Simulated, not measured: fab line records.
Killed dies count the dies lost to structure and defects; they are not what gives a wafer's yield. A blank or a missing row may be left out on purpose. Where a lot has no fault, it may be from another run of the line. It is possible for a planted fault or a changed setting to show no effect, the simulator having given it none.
Which tool was responsible? + flow sky130 + Sampling: 13 lots, 39 wafers, 5 of 708 route steps

WHAT THE GAUGES READ, wafer by wafer
SKY_SD_N_RS_MEAS_18: measurement is done with a four-point probe.
| lot  | measured     | on            | RES_XHIGH_RS (ohm/sq) |
|------|--------------|---------------|-----------------------|
| L490 | day 28 03:40 | film-metro-02 | 333.8 333.2 333.7     |
| L491 | day 28 13:27 | film-metro-04 | 332.7 333.3 332.6     |
| L492 | day 28 18:21 | film-metro-04 | 332.9 331.0 332.3     |
| L493 | day 29 06:06 | film-metro-04 | 332.9 331.2 332.2     |
| L494 | day 29 13:49 | film-metro-03 | 333.5 333.3 332.7     |
| L495 | day 29 18:08 | film-metro-04 | 332.9 333.6 334.2     |
| L498 | day 30 23:43 | film-metro-04 | 334.2 333.8 334.3     |
| L503 | day 32 10:07 | film-metro-02 | 332.9 334.5 335.7     |
| L506 | day 33 08:46 | film-metro-03 | 334.0 334.1 334.1     |
| L508 | day 34 03:05 | film-metro-02 | 334.7 333.1 333.9     |
| L509 | day 34 06:58 | film-metro-03 | 333.7 332.5 333.9     |
| L512 | day 35 02:53 | film-metro-03 | 334.7 334.3 334.4     |
| L513 | day 35 18:32 | film-metro-02 | 333.2 333.2 334.0     |

SKY_LOCAL_INTERCONNECT_CD_MEAS_11: target cd 170 nm.
| lot  | measured     | on        | cd-nm (nm)        |
|------|--------------|-----------|-------------------|
| L490 | day 30 14:13 | cd-sem-01 | 170.9 171.4 170.5 |
| L491 | day 30 23:37 | cd-sem-01 | 172.2 173.1 173.4 |
| L492 | day 31 04:17 | cd-sem-01 | 169.8 169.8 170.5 |
| L493 | day 31 15:47 | cd-sem-01 | 170.4 171.1 170.4 |
| L494 | day 31 23:58 | cd-sem-02 | 169.6 170.6 169.7 |
| L495 | day 32 02:42 | cd-sem-01 | 44.6 43.0 173.1   |
| L498 | day 33 08:31 | cd-sem-02 | 30.6 170.7 168.6  |
| L503 | day 34 17:44 | cd-sem-02 | 171.8 171.1 171.7 |
| L506 | day 35 16:29 | cd-sem-01 | 172.7 173.7 171.6 |
| L508 | day 36 09:40 | cd-sem-02 | 173.4 173.9 173.5 |
| L509 | day 36 14:05 | cd-sem-01 | 169.8 169.8 168.4 |
| L512 | day 37 10:22 | cd-sem-02 | 171.2 171.4 170.7 |
| L513 | day 38 01:41 | cd-sem-02 | 171.0 171.5 171.2 |

SKY_LOCAL_INTERCONNECT_OVL_MEAS_12.
| lot  | measured     | on         | LOCAL_INTERCONNECT_OVL (nm) |
|------|--------------|------------|-----------------------------|
| L490 | day 30 14:20 | overlay-01 | -9 -9 -9                    |
| L491 | day 30 23:43 | overlay-01 | 0 -1 1                      |
| L492 | day 31 04:24 | overlay-01 | -2 -4 1                     |
| L493 | day 31 15:54 | overlay-02 | 1 -1 2                      |
| L494 | day 32 00:05 | overlay-01 | -3 -3 -9                    |
| L495 | day 32 02:48 | overlay-01 | -6 -7 -1                    |
| L498 | day 33 08:37 | overlay-01 | 5 2 2                       |
| L503 | day 34 17:51 | overlay-01 | 2 5 8                       |
| L506 | day 35 16:35 | overlay-01 | -7 -7 -4                    |
| L508 | day 36 09:47 | overlay-02 | -1 -2 -3                    |
| L509 | day 36 14:12 | overlay-01 | -9 -7 -7                    |
| L512 | day 37 10:27 | overlay-02 | -9 0 -1                     |
| L513 | day 38 01:47 | overlay-02 | 4 4 6                       |

SKY_CONTACT_THK_MEAS_03.
| lot  | measured     | on            | CONTACT_HDPCVD_THK (nm) |
|------|--------------|---------------|-------------------------|
| L490 | day 30 15:23 | film-metro-02 | 554 554 548             |
| L491 | day 31 00:46 | film-metro-01 | 567 555 569             |
| L492 | day 31 05:21 | film-metro-01 | 555 566 573             |
| L493 | day 31 16:49 | film-metro-04 | 573 563 577             |
| L494 | day 32 01:01 | film-metro-02 | 574 568 567             |
| L495 | day 32 03:45 | film-metro-02 | 558                     |
| L498 | day 33 09:32 | film-metro-02 | 577 566                 |
| L503 | day 34 18:47 | film-metro-04 | 574 567 569             |
| L506 | day 35 17:31 | film-metro-04 | 567 569 561             |
| L508 | day 36 10:43 | film-metro-01 | 567 567 569             |
| L509 | day 36 15:07 | film-metro-01 | 558 550 554             |
| L512 | day 37 11:22 | film-metro-04 | 561 554 570             |
| L513 | day 38 02:42 | film-metro-01 | 559 556 570             |

WHICH TOOL RAN EACH LOT (tool, then ch and the chambers of the sampled wafers, then the start)
| lot  | SKY_LOCAL_INTERCONNECT_EXPOSE_08  |
|------|-----------------------------------|
| L490 | krf-scanner-02 ch 0, day 30 00:27 |
| L491 | krf-scanner-01 ch 0, day 30 09:56 |
| L492 | krf-scanner-01 ch 0, day 30 14:22 |
| L493 | krf-scanner-02 ch 0, day 31 02:35 |
| L494 | krf-scanner-02 ch 0, day 31 10:31 |
| L495 | krf-scanner-02 ch 0, day 31 13:02 |
| L498 | krf-scanner-02 ch 0, day 32 18:56 |
| L503 | krf-scanner-01 ch 0, day 34 04:30 |
| L506 | krf-scanner-02 ch 0, day 35 03:25 |
| L508 | krf-scanner-02 ch 0, day 35 21:14 |
| L509 | krf-scanner-02 ch 0, day 36 01:18 |
| L512 | krf-scanner-02 ch 0, day 36 21:23 |
| L513 | krf-scanner-01 ch 0, day 37 13:16 |
- SKY_LOCAL_INTERCONNECT_EXPOSE_08: exposes mask LI1M, target cd 170 nm.

AS READ BY THE TOOLS THEMSELVES (means over the sampled wafers that have a number; for cases with no such wafer, the mark the record gives instead)
The record holds no such reading with a usual standard deviation.

THE ANSWER, worked out from the rows above alone
Rule: the lots themselves supply what counts as usual. The widest of any qualifying gaps counts: lots, ordered by their means at a reading, are off when they make up no more than a third of the lots, leave a main group of 4 or more, and stand apart from it by 3 or more times the standard deviation of that group's means. A main group whose means are all the same, to the digits that the tables above print for the reading, isn't used. Also off: a lot with no number at a reading for which 4 or more lots have one. All remaining lots with rows at the step are treated as sound. First the gauges in route order, then the tools' own readings, where a lot's mean is used as printed above. The first step at which some lot is off is used, and at that step the reading that is off furthest; a lot without a number counts as furthest.
Off, at SKY_LOCAL_INTERCONNECT_CD_MEAS_11 on cd-nm: L495, L498. Mean 171.3 nm and standard deviation 1.3 in the main group.
A tool fits if, at a process step before that reading, it ran every lot that is off, and no sound lot after the first of them. The gauges at SKY_LOCAL_INTERCONNECT_CD_MEAS_11 are tried like those tools. No candidate that was tried fits.

WHAT THE SIMULATOR PUT IN
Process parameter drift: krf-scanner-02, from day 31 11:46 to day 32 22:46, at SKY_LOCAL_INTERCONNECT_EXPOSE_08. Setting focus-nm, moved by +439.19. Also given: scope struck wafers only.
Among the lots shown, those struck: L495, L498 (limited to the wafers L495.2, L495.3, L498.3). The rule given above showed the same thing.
